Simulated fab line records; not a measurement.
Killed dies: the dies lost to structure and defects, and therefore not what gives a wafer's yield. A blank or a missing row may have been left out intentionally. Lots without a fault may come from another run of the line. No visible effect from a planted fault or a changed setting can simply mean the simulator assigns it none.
One fault seen from 2 desks + flow sfq-line + each desk has only its own numbers; what lay behind them comes last

FOR THE TOOL OWNER'S DESK: rie-metal-03
The tool's own readings at SFQ_TRILAYER_M3_ETCH_METAL_ETCH_078 (etches Nb in Cl2/Ar, stops on SiO2, target depth 240 nm, time 120 s): means of the sampled wafers that have a number, for each lot that ran on this tool. Any lot whose mean is over 4 standard deviations away from the usual mean is out of limits and marked OUT; that distance is given in the brackets.
Columns: A = drypump-motor-current-A at SFQ_TRILAYER_M3_ETCH_METAL_ETCH_078, usual 5.3 A; B = oes-product-au at SFQ_TRILAYER_M3_ETCH_METAL_ETCH_078, usual 0.894 a.u.; C = rf-fwd-power-W at SFQ_TRILAYER_M3_ETCH_METAL_ETCH_078, usual 597.0 W
| lot  | first seen here | A   | B     | C               |
|------|-----------------|-----|-------|-----------------|
| L888 | day 27 12:56    | 5.4 | 0.887 | 599.3           |
| L893 | day 35 20:22    | 5.4 | 0.894 | 501.7 (-50) OUT |
| L895 | day 37 01:14    | 5.4 | 0.883 | 500.9 (-51) OUT |
| L907 | day 41 00:08    | 4.8 | 0.892 | 597.1           |
| L908 | day 41 03:44    | 5.1 | 0.902 | 595.3           |
| L909 | day 41 06:08    | 5.7 | 0.887 | 597.7           |
This desk finds L893, L895 out of limits, L893 being first, at day 35 20:22 (rf-fwd-power-W at SFQ_TRILAYER_M3_ETCH_METAL_ETCH_078). In limits: L888, L907, L908, L909.

METROLOGY DESK
Means of the sampled wafers that have a number, per lot and without regard to the tool the lot ran on: this is what the gauges read. Any lot whose mean is over 4 standard deviations away from the usual mean is out of limits and marked OUT; that distance is given in the brackets.
Columns: A = M2_OVL at SFQ_M2_OVL_MEAS_916, usual 4 nm
| lot  | first seen here | A  |
|------|-----------------|----|
| L886 | day 19 21:19    | 1  |
| L888 | day 20 14:52    | 1  |
| L889 | day 21 04:01    | 6  |
| L893 | day 22 18:14    | -0 |
| L895 | day 23 17:04    | 11 |
| L897 | day 24 13:25    | 7  |
| L901 | day 25 18:38    | 0  |
| L902 | day 25 23:27    | -1 |
| L903 | day 26 04:10    | 8  |
| L905 | day 27 02:05    | -1 |
| L906 | day 27 11:37    | -6 |
| L907 | day 27 21:48    | 5  |
| L908 | day 34 01:44    | 5  |
| L909 | day 34 11:13    | 12 |
This desk's verdict: no lot among the 14 shows anything out of limits.

BROUGHT TOGETHER
The tool owner's desk could have raised an alarm at day 35 20:22, on L893, L895.
At the metrology desk, nothing out of limits was observed.
The metrology desk has L893, L895 on record, within its limits.
The lots listed all ran SFQ_TRILAYER_M3_ETCH_METAL_ETCH_078 on rie-metal-03.

WHAT THE SIMULATOR HAD INSERTED
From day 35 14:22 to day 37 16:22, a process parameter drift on rie-metal-03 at SFQ_TRILAYER_M3_ETCH_METAL_ETCH_078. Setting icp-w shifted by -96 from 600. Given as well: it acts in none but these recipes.
Shown lots that were struck: L893, L895.
Time in hours from fault onset to the first out-of-limits reading at each desk: the tool owner's desk, 6.
